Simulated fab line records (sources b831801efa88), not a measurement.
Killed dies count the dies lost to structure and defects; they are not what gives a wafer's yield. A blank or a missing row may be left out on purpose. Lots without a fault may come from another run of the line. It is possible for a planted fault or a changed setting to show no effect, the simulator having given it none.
fab line records	flow sky130
record: lots: 6	wafers: 18	lastDay: 49
route steps=708 shown SONOS_ONO@176 GATE_OXIDE@187 POLY_GATE@204 PAD_OPEN@708
lots with no fault: from the same line, run without faults
startH: hours from the record's opening day to when the first of the lot's shown wafers began	waitH: how many hours have passed since the lot's step before this one	" identical to the entry in the row above	L1.1+2: a single row standing in for several wafers	- no value, or no start given	* or withheld: withheld	< > ~ a bound
route shown NAME@n: a module of which the file shows steps, and the number in the route of the first	usual: the fault-free wafers' mean and standard deviation	same: alike in all rows	chamber/n: place in a boat	sites: the reading at each site	_std_site: how widely they spread, as a standard deviation	_edge_site: the outer-site mean with the inner-site mean subtracted	radiusMm: for every site, how far away it sits from the centre of the wafer	mask NAME#n: copy n	behind: the last tool/chamber to shape the wafer	hold: cause of the lot's hold/its duration in hours/its outcome	device: whichever transistor did not switch (one of n, p or np)	end of line: the tests these same wafers got at the end of their route	for a step that has no rows: nothing shown but its recipe	killed: dies lost to structure and defects at the first sort, not the wafer's yield	map: a wafer's dies, x killed, . not, _ none there
set.NAME: the setting as run; set.NAME@STEP: as run at that earlier step	model.NAME: the simulator's own value behind a step, which no gauge read
lots seen at some steps along the route; tables by step, rows by wafer
services: the hour from which a tool's chamber was out of use, counted from the record's first day as startH (under 0 if before that day), plus the number of hours and why
== steps ==
step: SKY_SONOS_ONO_COAT_08
recipe: resist: NOVOLAK	spinRpm: 3000	resistThkNm: 1140
step: SKY_SONOS_ONO_SOFTBAKE_09
recipe: tempC: 90	timeS: 60	resist: NOVOLAK
step: SKY_SONOS_ONO_EXPOSE_10
recipe: maskId: ONOM	targetCdNm: 410	na: 0.6	sourceShape: conventional	sigmaOuter: 0.6	doseMj: 150
step: SKY_SONOS_ONO_PEB_11
recipe: tempC: withheld	timeS: *	resist: NOVOLAK
step: SKY_SONOS_ONO_DEVELOP_12
recipe: developTimeS: 60	devTempC: 23
step: SKY_SONOS_ONO_CD_MEAS_13
recipe: targetCdNm: 410
usual: cdNm: 410.9/2.6
lot.wafer	tool	chamber	startH	waitH	cdNm
L132.2	cdSem-02	-	243.23	0.1	408.6
L132.3	"	-	"	"	410.7
L132.5	"	-	"	"	412.5
L133.1	cdSem-01	-	282.36	0.1	410.5
L133.5	"	-	"	"	410.4
L133.6	"	-	"	"	408.8
L137.2	cdSem-01	-	327.21	0.3	405.5
L137.3	"	-	"	"	406.3
L137.4	"	-	"	"	405.6
L138.2	cdSem-02	-	335.93	0.1	411.0
L138.5	"	-	"	"	412.6
L138.6	"	-	"	"	410.2
L144.2	cdSem-01	-	432.07	0.1	410.4
L144.4	"	-	"	"	409.9
L144.6	"	-	"	"	411.1
L147.1	cdSem-01	-	433.02	0.1	411.1
L147.2	"	-	"	"	411.8
L147.5	"	-	"	"	411.7
step: SKY_SONOS_ONO_OVL_MEAS_14
usual: SONOS_ONO_OVL: -0.1/1.4
lot.wafer	tool	chamber	startH	waitH	SONOS_ONO_OVL[nm]
L132.2	overlay-02	-	243.34	0.1	0.0
L132.3	"	-	"	"	-0.4
L132.5	"	-	"	"	-2.0
L133.1	overlay-02	-	282.48	0.1	-2.1
L133.5	"	-	"	"	-1.7
L133.6	"	-	"	"	-1.2
L137.2	overlay-02	-	327.32	0.1	0.2
L137.3	"	-	"	"	0.5
L137.4	"	-	"	"	0.9
L138.2	overlay-01	-	336.04	0.1	0.6
L138.5	"	-	"	"	0.8
L138.6	"	-	"	"	0.6
L144.2	overlay-02	-	432.18	0.1	0.4
L144.4	"	-	"	"	1.0
L144.6	"	-	"	"	0.3
L147.1	overlay-02	-	433.14	0.1	0.9
L147.2	"	-	"	"	0.7
L147.5	"	-	"	"	0.4
step: SKY_SONOS_ONO_ETCH_15
recipe: targetDepthNm: 19.52	chemistry: CHF3/O2	sourceW: 600	biasW: 200	pressureMtorr: 40	chf3FlowSccm: 50	O2_flow_sccm: 5	timeS: 7.8
usual: drypumpMotorCurrentA: 5.8/0.39	oesProductAu: 1.002/0.0069	throttleValvePct: 8.825/0.0085
lot.wafer	tool	chamber	startH	waitH	drypumpMotorCurrentA	oesProductAu	rfHoursCounterH	throttleValvePct
L132.2	rieDiel-03	3	243.37	0.0	5.1	1.005	75	8.846
L132.3	"	2	"	"	5.9	0.998	1	8.815
L132.5	"	0	"	"	5.8	0.991	-	8.812
L133.1	rieDiel-03	1	282.51	0.0	6.1	0.997	52	8.811
L133.5	"	2	"	"	5.9	1.008	-	8.839
L133.6	"	1	"	"	6.1	1.006	-	8.822
L137.2	rieDiel-03	3	327.35	0.0	5.0	0.997	76	8.823
L137.3	"	1	"	"	6.0	1.000	52	8.807
L137.4	"	1	"	"	6.1	0.998	-	8.821
L138.2	rieDiel-02	2	336.07	0.0	5.6	0.989	13	8.815
L138.5	"	2	"	"	5.6	0.999	-	8.831
L138.6	"	3	"	"	5.9	0.997	-	8.815
L144.2	rieDiel-03	0	432.21	0.0	5.8	1.008	2	8.840
L144.4	"	1	"	"	6.0	1.004	54	8.809
L144.6	"	1	"	"	6.0	0.995	-	8.825
L147.1	rieDiel-02	0	433.18	0.0	5.1	0.993	99	8.809
L147.2	"	1	"	"	6.3	0.994	4	8.825
L147.5	"	1	"	"	6.2	1.002	-	8.835
step: SKY_SONOS_ONO_WET_ETCH_16
recipe: chemistry: dHF	targetDepthNm: 14	dry: n2Spin	target: SiO2	dilution: 100:1	tempC: 25	timeS: 280
step: SKY_SONOS_ONO_STRIP_17
recipe: chemistry: O2/N2	powerW: 1400	pressureMtorr: 1500	platenTempC: withheld	o2FlowSccm: 3000	n2FlowSccm: 300	overashFraction: 0.5
usual: drypumpMotorCurrentA: 5.9/0.52	oesProductAu: 0.710/0.0048	stripTimeToEndpointS: 14.11/0.044
lot.wafer	tool	chamber	startH	waitH	drypumpMotorCurrentA	oesProductAu	rfHoursCounterH	stripTimeToEndpointS
L132.2	plasmaAsher-04	1	243.56	0.0	5.1	0.713	55	14.10
L132.3	"	0	"	"	6.3	0.712	-	14.17
L132.5	"	0	"	"	6.3	0.714	-	14.17
L133.1	plasmaAsher-03	1	282.62	0.0	5.3	0.708	16	14.12
L133.5	"	0	"	"	5.8	0.709	-	14.05
L133.6	"	1	"	"	5.3	0.715	-	14.09
L137.2	plasmaAsher-03	1	327.54	0.0	5.4	0.707	20	14.16
L137.3	"	1	"	"	5.3	0.706	-	14.14
L137.4	"	0	"	"	5.8	0.704	-	14.16
L138.2	plasmaAsher-03	1	336.18	0.0	5.3	0.715	21	14.09
L138.5	"	0	"	"	5.8	0.703	-	14.10
L138.6	"	1	"	"	5.3	0.712	-	14.09
L144.2	plasmaAsher-03	0	432.33	0.0	5.7	0.714	28	14.12
L144.4	"	1	"	"	5.3	0.708	-	14.09
L144.6	"	0	"	"	5.7	0.715	-	14.09
L147.1	plasmaAsher-02	1	433.29	0.0	6.3	0.713	62	14.02
L147.2	"	0	"	"	6.4	0.710	62	14.05
L147.5	"	1	"	"	6.3	0.708	-	14.00
step: SKY_SONOS_ONO_WET_ETCH_18
recipe: chemistry: H3PO4	targetDepthNm: 15	target: Si3N4	tempC: 160	timeS: 172
step: SKY_GATE_OXIDE_CLEAN_00
recipe: chemistry: SC1/SC2	mix: 1:4:20	tempC: 70	timeS: 150	dry: n2Spin
step: SKY_GATE_OXIDE_OXIDATION_01
recipe: tempC: 900	ambient: O2	stabiliseS: 600	purgeS: 300	targetThkA: 102.68	oxTimeS: 1473
usual: spikeTcBottomC: 918.7/2.6	spikeTcCentreC: 900.0/1	spikeTcUpperC: 900.4/1.1	zonePowerCentrePct: 15.80/0.18	zonePowerLowerPct: 18.9/0.98	zonePowerTopPct: 33.3/0.36	zonePowerUpperPct: 17.6/0.49
lot.wafer	tool	chamber	startH	waitH	spikeTcBottomC	spikeTcCentreC	spikeTcUpperC	zonePowerCentrePct	zonePowerLowerPct	zonePowerTopPct	zonePowerUpperPct	model.SiO2_of_GATE_OXIDE_OXIDATION_01.thkNm
L132.2	furnace-02	0	243.87	0.0	920.9	902.1	899.9	15.97	20.2	33.3	18.2	10.09
L132.3	"	0	"	"	922.0	900.3	898.5	16.05	20.1	33.7	18.3	10.25
L132.5	"	0	"	"	919.7	898.9	897.5	16.11	20.3	33.6	18.4	10.13
L133.1	furnace-01	0	284.31	1.5	917.1	898.6	902.2	15.54	18.2	33.1	17.2	10.27
L133.5	"	0	"	"	916.7	900.2	900.4	15.52	18.2	33.5	17.3	10.34
L133.6	"	0	"	"	916.5	899.3	900.3	15.72	18.4	33.9	17.3	10.47
L137.2	furnace-02	0	328.47	0.7	921.7	924.1	900.3	23.02	15.4	33.7	13.9	10.8
L137.3	"	0	"	"	923.3	922.8	897.4	22.52	15.0	33.6	14.0	10.58
L137.4	"	0	"	"	921.1	923.9	898.5	22.40	15.4	34.2	13.7	10.44
L138.2	furnace-02	0	337.23	0.8	923.4	922.6	896.5	23.40	15.1	33.4	13.8	11.46
L138.5	"	0	"	"	920.8	922.8	896.8	23.59	15.5	33.2	13.7	11.47
L138.6	"	0	"	"	922.2	924.4	896.6	22.97	15.2	33.1	13.9	11.33
L144.2	furnace-01	0	433.71	1.2	916.9	898.4	901.4	15.80	18.1	33.5	17.1	10.17
L144.4	"	0	"	"	916.1	898.9	899.4	15.82	18.0	32.7	17.3	10.08
L144.6	"	0	"	"	917.5	899.3	900.6	15.58	18.3	33.7	17.4	9.914
L147.1	furnace-01	0	433.71	0.2	917.7	900.3	900.4	15.91	18.3	33.2	17.4	10.19
L147.2	"	0	"	"	916.2	899.7	900.0	15.53	18.0	33.5	17.6	10.3
L147.5	"	0	"	"	918.6	899.2	901.2	15.85	18.1	33.4	17.5	10.27
step: SKY_GATE_OXIDE_THK_MEAS_02
recipe: reads: SiO2_of_GATE_OXIDE_OXIDATION_01
usual: GATE_OXIDE_OXIDATION_00_THK: 10.26/0.21
lot.wafer	tool	chamber	startH	waitH	GATE_OXIDE_OXIDATION_00_THK[nm]
L132.2	filmMetro-01	-	245.29	0.0	10.09
L132.3	"	-	"	"	10.24
L132.5	"	-	"	"	10.14
L133.1	filmMetro-02	-	285.72	0.0	10.25
L133.5	"	-	"	"	10.33
L133.6	"	-	"	"	10.43
L137.2	filmMetro-03	-	329.89	0.0	10.88
L137.3	"	-	"	"	10.60
L137.4	"	-	"	"	10.45
L138.2	filmMetro-01	-	338.65	0.0	11.50
L138.5	"	-	"	"	11.47
L138.6	"	-	"	"	11.31
L147.1	filmMetro-02	-	435.18	0.1	10.18
L147.2	"	-	"	"	10.27
L147.5	"	-	"	"	10.22
L144.2	filmMetro-01	-	435.19	0.1	10.12
L144.4	"	-	"	"	10.04
L144.6	"	-	"	"	9.92
step: SKY_GATE_OXIDE_DEHYDRATE_03
recipe: tempC: 200	timeS: 60
step: SKY_GATE_OXIDE_HMDS_04
recipe: primeTimeS: 60	primeTempC: 120
step: SKY_GATE_OXIDE_COAT_05
recipe: resist: NOVOLAK	spinRpm: 3000	resistThkNm: 1140
step: SKY_GATE_OXIDE_SOFTBAKE_06
recipe: tempC: 90	timeS: 60	resist: NOVOLAK
step: SKY_GATE_OXIDE_EXPOSE_07
recipe: maskId: LVOM	na: 0.6	sourceShape: conventional	sigmaOuter: 0.6	polarization: unpolarized	targetCdNm: 600	doseMj: 170
step: SKY_GATE_OXIDE_PEB_08
recipe: tempC: withheld	timeS: *	resist: NOVOLAK
step: SKY_GATE_OXIDE_DEVELOP_09
recipe: resist: NOVOLAK	developer: TMAH	developTimeS: 60	devTempC: 23
step: SKY_GATE_OXIDE_OVL_MEAS_10
usual: GATE_OXIDE_OVL: 0.0/1.3
lot.wafer	tool	chamber	startH	waitH	GATE_OXIDE_OVL[nm]
L132.2	overlay-01	-	270.46	0.1	-1.6
L132.3	"	-	"	"	-2.6
L132.5	"	-	"	"	-2.8
L133.1	overlay-01	-	309.66	0.1	0.4
L133.5	"	-	"	"	-0.4
L133.6	"	-	"	"	-0.3
L137.2	overlay-02	-	356.61	0.1	-0.9
L137.3	"	-	"	"	1.0
L137.4	"	-	"	"	-1.2
L138.2	overlay-02	-	366.41	0.1	0.5
L138.5	"	-	"	"	0.2
L138.6	"	-	"	"	1.0
L144.2	overlay-02	-	466.21	0.1	0.2
L144.4	"	-	"	"	-0.1
L144.6	"	-	"	"	-0.8
L147.1	overlay-01	-	466.46	0.1	0.7
L147.2	"	-	"	"	0.6
L147.5	"	-	"	"	-0.2
step: SKY_GATE_OXIDE_IMPLANT_11
recipe: species: B	energyKev: 10	doseCm2: 2.6e+12	tiltDeg: withheld
step: SKY_GATE_OXIDE_WET_ETCH_12
recipe: chemistry: dHF	targetDepthNm: 16.8	dry: n2Spin	target: SiO2	dilution: 100:1	tempC: 25	timeS: 336
step: SKY_GATE_OXIDE_STRIP_13
recipe: chemistry: O2/N2	powerW: 1400	pressureMtorr: 1500	platenTempC: withheld	o2FlowSccm: 3000	n2FlowSccm: 300	overashFraction: 0.5
usual: drypumpMotorCurrentA: 5.9/0.41	oesProductAu: 0.716/0.0051	stripTimeToEndpointS: 14.19/0.036
lot.wafer	tool	chamber	startH	waitH	drypumpMotorCurrentA	oesProductAu	rfHoursCounterH	stripTimeToEndpointS
L132.2	plasmaAsher-02	1	270.74	0.0	6.3	0.710	46	14.18
L132.3	"	1	"	"	6.3	0.715	-	14.13
L132.5	"	0	"	"	6.4	0.714	-	14.13
L133.1	plasmaAsher-02	0	309.96	0.0	6.4	0.723	50	14.19
L133.5	"	0	"	"	6.4	0.726	-	14.23
L133.6	"	1	"	"	6.3	0.712	-	14.19
L137.2	plasmaAsher-01	0	356.90	0.0	5.4	0.720	63	14.11
L137.3	"	0	"	"	5.4	0.710	-	14.19
L137.4	"	1	"	"	5.9	0.709	-	14.11
L138.2	plasmaAsher-02	0	366.69	0.0	6.4	0.728	56	14.15
L138.5	"	1	"	"	6.3	0.714	-	14.18
L138.6	"	0	"	"	6.4	0.711	-	14.14
L144.2	plasmaAsher-03	0	466.59	0.0	5.7	0.712	31	14.20
L144.4	"	0	"	"	5.7	0.717	-	14.19
L144.6	"	0	"	"	5.7	0.717	-	14.23
L147.1	plasmaAsher-01	1	466.76	0.0	5.9	0.712	75	14.13
L147.2	"	0	"	"	5.4	0.721	75	14.15
L147.5	"	0	"	"	5.4	0.712	-	14.17
step: SKY_GATE_OXIDE_TW_MEAS_14
usual: GATE_OXIDE_TW: 224.1/2
lot.wafer	tool	chamber	startH	waitH	GATE_OXIDE_TW
L132.2	filmMetro-01	-	270.85	0.1	223.6
L132.3	"	-	"	"	224.8
L132.5	"	-	"	"	223.9
L133.1	filmMetro-01	-	310.06	0.1	225.0
L133.5	"	-	"	"	225.3
L133.6	"	-	"	"	226.1
L137.2	filmMetro-01	-	357.01	0.1	222.8
L137.3	"	-	"	"	222.3
L137.4	"	-	"	"	223.9
L138.2	filmMetro-03	-	366.80	0.1	223.0
L138.5	"	-	"	"	221.9
L138.6	"	-	"	"	222.3
L144.2	filmMetro-02	-	466.70	0.1	223.6
L144.4	"	-	"	"	224.4
L144.6	"	-	"	"	224.6
L147.1	filmMetro-01	-	466.86	0.1	222.2
L147.2	"	-	"	"	221.2
L147.5	"	-	"	"	221.5
step: SKY_GATE_OXIDE_CLEAN_15
recipe: chemistry: SC1/SC2	mix: 1:4:20	tempC: 70	timeS: 150	dry: n2Spin
step: SKY_GATE_OXIDE_OXIDATION_16
recipe: tempC: 800	ambient: O2	idleTempC: 700	rampUpCPerMin: 10	rampDownCPerMin: 3	stabiliseS: 600	purgeS: 300	targetThkA: 35.7	oxTimeS: 1915
usual: spikeTcBottomC: 819.4/2.4	spikeTcCentreC: 800.0/0.95	spikeTcUpperC: 800.3/1	zonePowerCentrePct: 12.37/0.14	zonePowerLowerPct: 14.7/0.74	zonePowerTopPct: 27.68/0.29	zonePowerUpperPct: 13.7/0.4
lot.wafer	tool	chamber	startH	waitH	spikeTcBottomC	spikeTcCentreC	spikeTcUpperC	zonePowerCentrePct	zonePowerLowerPct	zonePowerTopPct	zonePowerUpperPct	model.SiO2_of_GATE_OXIDE_OXIDATION_01.thkNm
L132.2	furnace-01	0	272.70	1.7	819.0	801.2	800.4	12.34	14.3	27.91	13.4	11.49
L132.3	"	0	"	"	816.4	799.6	801.3	12.50	14.0	27.57	13.3	11.65
L132.5	"	0	"	"	819.0	799.6	801.9	12.42	14.1	27.93	13.7	11.53
L133.1	furnace-01	0	310.17	0.0	816.7	800.3	800.3	12.40	14.3	26.98	13.4	11.56
L133.5	"	0	"	"	818.7	800.0	800.1	12.44	14.3	27.47	13.5	11.61
L133.6	"	0	"	"	818.7	798.9	799.2	12.38	14.2	27.53	13.2	11.74
L137.2	furnace-02	0	358.15	1.0	822.3	800.3	802.0	12.39	15.8	27.66	14.4	12.12
L137.3	"	0	"	"	821.8	798.2	800.1	12.54	15.5	27.74	14.1	11.92
L137.4	"	0	"	"	823.1	798.8	801.0	12.44	15.6	28.04	14.2	11.81
L138.2	furnace-01	0	366.97	0.0	818.4	801.0	799.8	12.31	14.0	28.13	13.5	12.78
L138.5	"	0	"	"	816.0	800.5	798.7	12.20	14.2	27.87	13.4	12.77
L138.6	"	0	"	"	818.6	802.0	799.2	12.22	14.2	27.90	13.3	12.66
L144.2	furnace-01	0	468.73	1.9	818.3	800.0	800.3	12.32	14.4	27.62	13.3	11.53
L144.4	"	0	"	"	818.1	799.4	801.9	12.35	14.1	27.72	13.2	11.46
L144.6	"	0	"	"	816.4	800.3	797.7	12.46	13.9	27.66	13.4	11.31
L147.1	furnace-01	0	468.73	1.8	820.3	798.1	800.6	12.28	14.1	27.37	13.6	11.51
L147.2	"	0	"	"	817.3	799.5	800.0	12.28	14.2	27.26	13.6	11.64
L147.5	"	0	"	"	817.3	801.7	800.1	12.29	14.4	27.98	13.4	11.61
step: SKY_POLY_GATE_CVD_00
recipe: material: poly-Si	targetThkNm: 180	tempC: 620	timeS: 720	pressureMtorr: 200
step: SKY_PAD_OPEN_PROBE_99
usual: killed_at_M0_to_M3: 43/6.6	killed_at_M4_up: 3.2/1.8	killedAtContacts: 24/5	killedAtFrontEnd: 15/4.5	killedAtOther: 0.2/0.46	killedDies: 86/8.8	killedOpen: 48/6.6	killedShort: 38/6.1
same: grossDies: 492	killedAtBackSide: 0
lot.wafer	tool	chamber	startH	waitH	killed_at_M0_to_M3	killed_at_M4_up	killedAtContacts	killedAtFrontEnd	killedAtOther	killedDies	killedOpen	killedShort	model.etest.nfet_16v.rOnOhmUm	model.etest.tipSonos.rsOhmSq	model.etest.pfetG5v0d10v5.rOnOhmUm	model.etest.nfetG5v0d10v5.rOnOhmUm	model.etest.nfetG5v0d10v5.driveUaUm	model.etest.nfet_05v0_nvt.driveUaUm	model.etest.pfetG5v0d10v5.driveUaUm	model.etest.nfet_16v.driveUaUm
L132.2	prober-02	-	1050.78	0.1	46	3	33	20	0	102	53	49	1.386e+04	2606	4882	1892	606.5	582.2	333.5	226.8
L132.3	prober-02	-	1050.83	0.2	47	4	35	11	0	97	58	39	1.394e+04	2640	4923	1888	606.5	572.2	334.3	224.6
L132.5	prober-02	-	1050.93	0.2	60	2	23	19	1	105	49	56	1.392e+04	2639	4856	1875	608.5	580	333.4	226.4
L133.1	prober-01	-	1071.77	0.1	44	1	26	19	1	91	50	41	1.411e+04	2653	4834	1898	604.5	572	332.9	221
L133.5	prober-01	-	1071.97	0.2	49	5	28	16	0	98	54	44	1.399e+04	2655	4878	1907	603.9	573.3	329.8	220.2
L133.6	prober-01	-	1072.02	0.2	33	4	24	9	0	70	44	26	1.41e+04	2708	4824	1892	597	567	337.4	218.8
L137.2	prober-01	-	1110.94	0.1	51	6	29	17	0	103	55	48	1.421e+04	2756	4880	1917	582.9	557.4	330.5	214
L137.3	prober-01	-	1110.99	0.2	41	1	21	18	1	82	47	35	1.399e+04	2705	4813	1917	585.3	563.2	333.2	217.5
L137.4	prober-01	-	1111.04	0.2	44	1	33	16	0	94	48	46	1.385e+04	2669	4825	1900	595.5	567.8	337.3	219
L138.2	prober-02	-	1113.98	0.1	39	4	19	15	1	78	44	34	1.456e+04	2993	4963	1951	555.4	533.3	317.7	205.5
L138.5	prober-02	-	1114.13	0.2	37	5	28	21	0	91	48	43	1.465e+04	3042	4961	1963	557.4	527.4	318.6	203.6
L138.6	prober-02	-	1114.18	0.2	43	2	24	16	1	86	50	36	1.451e+04	2984	5000	1934	563.1	538.2	318	205.2
L147.1	prober-01	-	1181.58	0.1	44	1	17	17	0	79	39	40	1.385e+04	2650	4762	1842	619.4	581.4	340.4	226.2
L147.2	prober-01	-	1181.63	0.1	32	3	31	9	1	76	40	36	1.395e+04	2660	4837	1901	605.4	571.5	335.1	223.7
L147.5	prober-01	-	1181.78	0.2	44	3	24	16	0	87	47	40	1.385e+04	2661	4802	1882	606.1	576.2	337.4	223.9
L144.2	prober-02	-	1182.66	0.1	38	3	28	15	0	84	49	35	1.396e+04	2672	4841	1876	612.6	573.9	339.1	224.7
L144.4	prober-02	-	1182.76	0.2	33	4	27	17	2	83	51	32	1.397e+04	2657	4857	1866	613.9	579.1	336.3	225.5
L144.6	prober-02	-	1182.86	0.2	34	0	25	21	1	81	37	44	1.384e+04	2624	4791	1864	621.8	584.9	341.6	226.9
killed by level:class
L132.2 CONTACT:geometricParticle:open=10 VIA1:geometricParticle:open=9 VIA3:geometricParticle:open=9 LOCAL_INTERCONNECT:geometricParticle:short=8 FIELD_ISO:geometricParticle:short=7 VIA2:geometricParticle:short=6 LI_CONTACT:geometricParticle:open=5 CONTACT:geometricParticle:short=5
L132.3 CONTACT:geometricParticle:open=16 VIA3:geometricParticle:open=9 METAL2:geometricParticle:short=7 LI_CONTACT:geometricParticle:open=7 VIA1:geometricParticle:open=7 METAL1:geometricParticle:short=6 VIA2:geometricParticle:open=6 FIELD_ISO:geometricParticle:open=4
L132.5 CONTACT:geometricParticle:open=13 VIA1:geometricParticle:open=11 METAL1:geometricParticle:short=11 FIELD_ISO:geometricParticle:short=9 VIA3:geometricParticle:open=9 VIA1:geometricParticle:short=9 CONTACT:geometricParticle:short=5 METAL2:geometricParticle:short=5
L133.1 CONTACT:geometricParticle:open=11 VIA1:geometricParticle:open=10 METAL2:geometricParticle:short=8 FIELD_ISO:geometricParticle:open=7 VIA1:geometricParticle:short=6 LI_CONTACT:geometricParticle:short=5 LI_CONTACT:geometricParticle:open=5 VIA3:geometricParticle:open=5
L133.5 VIA1:geometricParticle:open=13 CONTACT:geometricParticle:open=10 METAL2:geometricParticle:short=10 CONTACT:geometricParticle:short=7 POLY_GATE:geometricParticle:open=6 VIA2:geometricParticle:open=6 FIELD_ISO:geometricParticle:open=5 LI_CONTACT:geometricParticle:open=5
L133.6 VIA1:geometricParticle:open=9 LI_CONTACT:geometricParticle:open=8 VIA3:geometricParticle:open=6 CONTACT:geometricParticle:open=5 CONTACT:geometricParticle:short=5 VIA2:geometricParticle:open=5 FIELD_ISO:geometricParticle:open=3 LI_CONTACT:geometricParticle:short=3
L137.2 CONTACT:geometricParticle:open=13 VIA2:geometricParticle:open=11 VIA1:geometricParticle:open=10 FIELD_ISO:geometricParticle:short=9 METAL1:geometricParticle:short=7 LI_CONTACT:geometricParticle:open=6 CONTACT:geometricParticle:short=6 VIA3:geometricParticle:open=6
L137.3 VIA1:geometricParticle:open=13 CONTACT:geometricParticle:open=8 FIELD_ISO:geometricParticle:short=7 VIA1:geometricParticle:short=7 LI_CONTACT:geometricParticle:open=5 VIA2:geometricParticle:open=5 METAL1:geometricParticle:short=5 SPACER:geometricParticle:open=4
L137.4 CONTACT:geometricParticle:open=11 VIA2:geometricParticle:open=10 CONTACT:geometricParticle:short=9 FIELD_ISO:geometricParticle:open=7 LI_CONTACT:geometricParticle:open=7 METAL2:geometricParticle:short=6 VIA2:geometricParticle:short=5 LOCAL_INTERCONNECT:geometricParticle:short=5
L138.2 VIA1:geometricParticle:open=12 CONTACT:geometricParticle:open=7 VIA3:geometricParticle:open=6 METAL1:geometricParticle:short=5 VIA1:geometricParticle:short=5 FIELD_ISO:geometricParticle:open=4 FIELD_ISO:geometricParticle:short=4 LI_CONTACT:geometricParticle:open=4
L138.5 VIA1:geometricParticle:open=10 LI_CONTACT:geometricParticle:open=9 VIA2:geometricParticle:open=8 METAL2:geometricParticle:short=7 LOCAL_INTERCONNECT:geometricParticle:short=6 CONTACT:geometricParticle:open=6 POLY_GATE:geometricParticle:short=5 FIELD_ISO:geometricParticle:open=4
L138.6 FIELD_ISO:geometricParticle:open=8 VIA1:geometricParticle:open=8 VIA2:geometricParticle:open=8 LI_CONTACT:geometricParticle:open=7 CONTACT:geometricParticle:open=7 VIA3:geometricParticle:open=6 VIA1:geometricParticle:short=6 CONTACT:geometricParticle:short=5
L147.1 CONTACT:geometricParticle:open=9 METAL1:geometricParticle:short=8 METAL2:geometricParticle:short=8 VIA1:geometricParticle:open=6 VIA2:geometricParticle:open=6 FIELD_ISO:geometricParticle:open=4 VIA1:geometricParticle:short=4 METAL3:geometricParticle:short=4
L147.2 CONTACT:geometricParticle:open=9 VIA1:geometricParticle:open=9 LOCAL_INTERCONNECT:geometricParticle:short=6 METAL1:geometricParticle:short=6 LI_CONTACT:geometricParticle:short=5 CONTACT:geometricParticle:short=5 METAL2:geometricParticle:short=5 VIA3:geometricParticle:open=5
L147.5 METAL2:geometricParticle:short=12 VIA2:geometricParticle:open=8 CONTACT:geometricParticle:open=7 LI_CONTACT:geometricParticle:open=6 CONTACT:geometricParticle:short=6 VIA3:geometricParticle:open=6 FIELD_ISO:geometricParticle:open=5 VIA1:geometricParticle:open=5
L144.2 CONTACT:geometricParticle:open=10 VIA1:geometricParticle:open=10 METAL1:geometricParticle:short=8 LI_CONTACT:geometricParticle:open=7 VIA2:geometricParticle:open=7 LOCAL_INTERCONNECT:geometricParticle:short=6 METAL2:geometricParticle:short=5 FIELD_ISO:geometricParticle:open=3
L144.4 LI_CONTACT:geometricParticle:open=9 CONTACT:geometricParticle:open=9 VIA1:geometricParticle:open=8 VIA2:geometricParticle:open=8 FIELD_ISO:geometricParticle:open=5 METAL2:geometricParticle:short=4 METAL1:geometricParticle:short=4 CONTACT:geometricParticle:short=4
L144.6 METAL2:geometricParticle:short=8 LI_CONTACT:geometricParticle:short=7 CONTACT:geometricParticle:open=7 VIA1:geometricParticle:open=7 VIA2:geometricParticle:open=7 FIELD_ISO:geometricParticle:open=5 POLY_GATE:geometricParticle:open=5 CONTACT:geometricParticle:short=5
== services ==
tool	chamber	startH	hours	kind
plasmaAsher-01	-	222.69	14.6	pm
plasmaAsher-02	-	232.02	2.8	repair
furnace-02	-	236.63	4.4	pm
furnace-02	-	252.54	5.1	repair
rieDiel-03	-	261.80	15.6	pm
furnace-01	-	285.72	3.1	pm
rieDiel-02	1	288.14	20.0	repair
furnace-02	-	292.59	3.3	pm
rieDiel-03	1	298.26	4.5	repair
rieDiel-02	-	299.16	1.2	repair
plasmaAsher-03	-	340.07	28.1	pm
rieDiel-03	3	344.95	12.5	repair
plasmaAsher-02	-	351.22	9.2	repair
furnace-02	-	369.74	17.9	pm
furnace-01	-	388.11	4.6	pm
furnace-01	-	392.72	2.9	pm
plasmaAsher-03	-	403.30	1.7	repair
furnace-02	-	411.63	7.2	pm
rieDiel-03	0	437.18	6.3	repair
plasmaAsher-02	-	442.98	0.7	repair
rieDiel-03	1	448.90	4.1	repair
furnace-02	-	453.01	10.2	pm
plasmaAsher-03	-	453.29	5.7	repair
furnace-02	-	463.24	3.2	pm
== key ==
firstSign: step: SKY_GATE_OXIDE_OXIDATION_01	reading: zonePowerCentrePct	direction: up	sigmas: 39	usual: 15.80	struck: 22.99
effect: step: SKY_GATE_OXIDE_OXIDATION_01	reading: spikeTcCentreC	direction: up	sigmas: 23	usual: 900.0	struck: 923.4
effect: step: SKY_GATE_OXIDE_THK_MEAS_02	reading: GATE_OXIDE_OXIDATION_00_THK	direction: up	sigmas: 3.7	usual: 10.26	struck: 11.03	wafersMoved: 5
modelEffect: step: SKY_GATE_OXIDE_OXIDATION_01	value: SiO2_of_GATE_OXIDE_OXIDATION_01.thkNm	without: 10.23	struck: 11.02
modelEffect: step: SKY_GATE_OXIDE_OXIDATION_16	value: SiO2_of_GATE_OXIDE_OXIDATION_01.thkNm	without: 11.62	struck: 12.34
modelEffect: step: SKY_PAD_OPEN_PROBE_99	value: etest.nfet_16v.rOnOhmUm	without: 1.387e+04	struck: 1.43e+04
metAt SKY_GATE_OXIDE_OXIDATION_01
struckWafers L137.2,L137.3,L137.4,L138.2,L138.5,L138.6
testerLeftOut L137,L138
onsetBetween 243.87 328.47
fault: kind: processParameterDrift	tool: furnace-02	chamber: -	onsetH: 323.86	steps: SKY_GATE_OXIDE_OXIDATION_01	channel: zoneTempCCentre	offset: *	shape: step	endH: 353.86
testerLeftOut: of these lots the tester's yield and bins aren't shown, on N5 and GAA mostly nor the transistor test; their killed dies are dies lost to structure and defects alone, not to doping, threshold or leakage, so they don't give the yield
